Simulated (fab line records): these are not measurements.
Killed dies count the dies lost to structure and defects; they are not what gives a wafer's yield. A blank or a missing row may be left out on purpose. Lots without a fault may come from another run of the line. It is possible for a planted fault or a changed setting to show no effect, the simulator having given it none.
Which tool was responsible? -- flow sky130 -- 14 lots, 42 wafers sampled, at 4 steps of a route of 708

## WHAT THE GAUGES READ, wafer by wafer
SKY_METAL1_OVL_MEAS_16. Usual: for METAL1_OVL the level is 0 nm and the standard deviation is 6.4.
lot,measured,on,METAL1_OVL (nm),flag
L130,day 32 09:47,overlay-01,0 -2 -5,
L131,day 32 11:53,overlay-02,13 12 13,
L134,day 33 21:00,overlay-01,-7 -6 -7,
L135,day 34 16:38,overlay-02,3 2 0,
L138,day 35 17:30,overlay-02,6 7 5,
L139,day 35 22:21,overlay-02,-3 1 -7,
L140,day 36 22:01,overlay-02,-6 -4 3,
L142,day 37 09:26,overlay-01,13 2 -3,
L145,day 37 23:44,overlay-02,11 -2 11,
L151,day 39 07:35,overlay-02,-4 2 3,
L152,day 39 10:59,overlay-01,-7 -8 -9,
L153,day 39 21:05,overlay-02,5 -11 7,

## TOOL THAT RAN EACH LOT (tool first, then ch and the chambers of the sampled wafers, then the start)
lot,SKY_SONOS_ONO_OXIDATION_00,SKY_CONTACT_CVD_24,SKY_METAL1_SPUTTER_01
L130,"furnace-01 ch 0, day 11 02:37","cvdW-01 ch 0,1, day 31 05:51","pvdSputter-03, day 31 06:28"
L131,"furnace-02 ch 0, day 11 09:26","cvdW-02 ch 0,1, day 31 07:24","pvdSputter-01, day 31 08:01"
L134,"furnace-01 ch 0, day 12 14:28","cvdW-01 ch 0,1, day 32 17:32","pvdSputter-01, day 32 18:09"
L135,"furnace-01 ch 0, day 13 10:44","cvdW-01 ch 0,1, day 33 13:24","pvdSputter-04, day 33 14:01"
L138,"furnace-02 ch 0, day 14 11:08","cvdW-01 ch 0,1, day 34 14:54","pvdSputter-01, day 34 15:31"
L139,"furnace-01 ch 0, day 14 16:29","cvdW-02 ch 0,1, day 34 18:43","pvdSputter-03, day 34 19:43"
L140,"furnace-02 ch 0, day 15 12:08","cvdW-02 ch 0,1, day 35 19:32","pvdSputter-03, day 35 20:07"
L142,"furnace-02 ch 0, day 16 04:58","cvdW-01 ch 0,1, day 36 07:02","pvdSputter-01, day 36 07:39"
L144,"furnace-01, day 16 14:20",-,-
L146,"furnace-02, day 16 18:02",-,-
L145,"furnace-02 ch 0, day 16 19:23","cvdW-01 ch 0,1, day 36 20:41","pvdSputter-04, day 36 21:18"
L151,"furnace-01 ch 0, day 18 05:31","cvdW-01 ch 0,1, day 38 05:02","pvdSputter-04, day 38 05:39"
L152,"furnace-01 ch 0, day 18 16:56","cvdW-01 ch 0,1, day 38 08:27","pvdSputter-04, day 38 09:04"
L153,"furnace-02 ch 0, day 19 03:41","cvdW-01 ch 0,1, day 38 19:33","pvdSputter-03, day 38 20:10"
- SKY_SONOS_ONO_OXIDATION_00: stabilise 600 s, purge 300 s, target thk 2.6 nm.
- SKY_CONTACT_CVD_24: deposits W, target thk 340 nm, time 102.12 s.
- SKY_METAL1_SPUTTER_01: material TiN, target thk 20 nm, time 16.7 s.

## AS READ BY THE TOOLS THEMSELVES (means over the sampled wafers that have a number; for cases with no such wafer, the mark the record gives instead)
SKY_SONOS_ONO_OXIDATION_00. Usual: oxTempC 800.03 C, standard deviation 0.27; oxTempCMax 803.5, standard deviation 0.67.
lot,tool,oxTempC (C),oxTempCMax,flag
L130,furnace-01,800.26,804.2,
L131,furnace-02,800.05,804.0,
L134,furnace-01,800.13,803.2,
L135,furnace-01,799.95,803.5,
L138,furnace-02,800.17,803.8,
L139,furnace-01,799.95,803.2,
L140,furnace-02,800.12,804.2,
L142,furnace-02,799.95,803.9,
L144,furnace-01,-,-,OFF
L146,furnace-02,-,-,OFF
L145,furnace-02,799.96,803.7,
L151,furnace-01,800.11,802.9,
L152,furnace-01,800.24,802.9,
L153,furnace-02,799.74,804.0,

SKY_CONTACT_CVD_24. Usual: heaterPowerW at 893 W, with a standard deviation of 53.
lot,tool,heaterPowerW (W),flag
L130,cvdW-01,917,
L131,cvdW-02,828,
L134,cvdW-01,928,
L135,cvdW-01,906,
L138,cvdW-01,922,
L139,cvdW-02,877,
L140,cvdW-02,818,
L142,cvdW-01,912,
L145,cvdW-01,911,
L151,cvdW-01,914,
L152,cvdW-01,918,
L153,cvdW-01,924,

SKY_METAL1_SPUTTER_01. Usual: throttleValvePct at 29.3 %, with a standard deviation of 0.92.
lot,tool,throttleValvePct (%),flag
L130,pvdSputter-03,28.8,
L131,pvdSputter-01,29.8,
L134,pvdSputter-01,29.9,
L135,pvdSputter-04,30.1,
L138,pvdSputter-01,29.5,
L139,pvdSputter-03,28.9,
L140,pvdSputter-03,28.2,
L142,pvdSputter-01,29.6,
L145,pvdSputter-04,29.6,
L151,pvdSputter-04,29.2,
L152,pvdSputter-04,30.0,
L153,pvdSputter-03,28.4,

## THE ANSWER, worked out from the rows above alone
Rule: a lot is off if the mean of its wafers that have a number lies more than 3 standard deviations from the usual mean. Also off: a lot with no number at a reading for which 4 or more lots have one. Where the step has rows for the other lots, those lots are counted as sound. Order of review: gauges by route order, followed by the tools' own readings, for which a lot's mean as printed above is used. The first step at which some lot is off is used, and at that step the reading that is off furthest; a lot without a number counts as furthest.
Off: L144, L146, at SKY_SONOS_ONO_OXIDATION_00 (oxTempC). Without a number there: L144, L146.
If a tool, at that step or one of the process steps before it, ran each lot that is off and ran no sound lot following the first of them, it fits. Of those tried, none fits.

## WHAT HAD BEEN PUT IN BY THE SIMULATOR
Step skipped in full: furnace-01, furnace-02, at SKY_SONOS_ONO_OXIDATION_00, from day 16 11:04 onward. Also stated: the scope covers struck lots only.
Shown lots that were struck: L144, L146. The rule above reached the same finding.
